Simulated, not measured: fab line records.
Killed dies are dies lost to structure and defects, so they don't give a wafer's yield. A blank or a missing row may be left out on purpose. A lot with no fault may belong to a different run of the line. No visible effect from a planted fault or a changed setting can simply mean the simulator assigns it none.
One fault seen from 2 desks + flow sky130 + only its own numbers are on each desk; what lay behind them is given at the end

## AT THE METROLOGY DESK
Lot by lot, what the gauges showed, no matter which tool ran the lot: averages of those sampled wafers that carry a number. If a lot's mean is further than 4 standard deviations from the usual mean, the lot is out of limits and carries the mark OUT (the distance appears in the brackets).
Columns: A = VIA3_OVL at SKY_VIA3_OVL_MEAS_13, usual 4 nm
| lot  | first seen here | A  |
|------|-----------------|----|
| L921 | day 40 05:01    | -5 |
| L923 | day 41 05:38    | 3  |
| L925 | day 41 07:13    | 9  |
| L926 | day 42 07:19    | 9  |
| L927 | day 42 15:56    | 8  |
| L929 | day 42 23:49    | -3 |
| L932 | day 43 13:40    | 7  |
| L936 | day 45 01:32    | -3 |
| L935 | day 45 04:00    | 15 |
| L938 | day 45 07:19    | 2  |
| L939 | day 45 08:47    | 11 |
| L940 | day 45 22:58    | -3 |
Result from this desk: across the 12 lots, nothing is out of limits.

## FOR THE TOOL OWNER'S DESK: plasma_asher-02
The tool's own readings at SKY_CAP2M_STRIP_14 (strips in O2/N2): means of the sampled wafers that have a number, for each lot that ran on this tool. If a lot's mean is further than 4 standard deviations from the usual mean, the lot is out of limits and carries the mark OUT (the distance appears in the brackets).
Columns: A = drypump_motor_current_A at SKY_CAP2M_STRIP_14, usual 5.6 A; B = o2_flow_sccm at SKY_CAP2M_STRIP_14, usual 3000 sccm; C = oes_product_au at SKY_CAP2M_STRIP_14, usual 0.710 a.u.; D = strip_time_to_endpoint_s at SKY_CAP2M_STRIP_14, usual 12.66 s
| lot  | first seen here | A   | B              | C     | D     |
|------|-----------------|-----|----------------|-------|-------|
| L921 | day 41 07:40    | 5.1 | 2997           | 0.711 | 12.68 |
| L926 | day 43 08:04    | 5.1 | 3001           | 0.710 | 12.62 |
| L932 | day 44 13:19    | 5.1 | 2996           | 0.708 | 12.62 |
| L936 | day 46 00:54    | 5.1 | 2998           | 0.708 | 12.65 |
| L935 | day 46 03:09    | 5.1 | 3602 (+75) OUT | 0.713 | 12.56 |
| L938 | day 46 06:10    | 5.0 | 3603 (+75) OUT | 0.715 | 12.56 |
| L940 | day 46 21:30    | 5.1 | 3608 (+76) OUT | 0.711 | 12.59 |
This desk's finding: out of limits on L935, L938, L940; first on L935, day 46 03:09 (o2_flow_sccm at SKY_CAP2M_STRIP_14). In limits: L921, L926, L932, L936.

## ALL TOGETHER
The tool owner's desk could have raised an alarm at day 46 03:09, on L935, L938, L940.
Metrology desk: nothing out of limits seen.
The metrology desk has L935, L938, L940 on record, within its limits.
On plasma_asher-02, each named lot ran SKY_CAP2M_STRIP_14.

## WHAT HAD BEEN PUT IN BY THE SIMULATOR
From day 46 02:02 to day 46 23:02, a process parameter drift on plasma_asher-02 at SKY_CAP2M_STRIP_14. The setting o2_flow_sccm was moved by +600, starting from 3000. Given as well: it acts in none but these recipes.
Struck lots among those shown: L935, L938, L940.
Delay in hours, fault start to first out-of-limits reading, by desk: the tool owner's desk at 1.
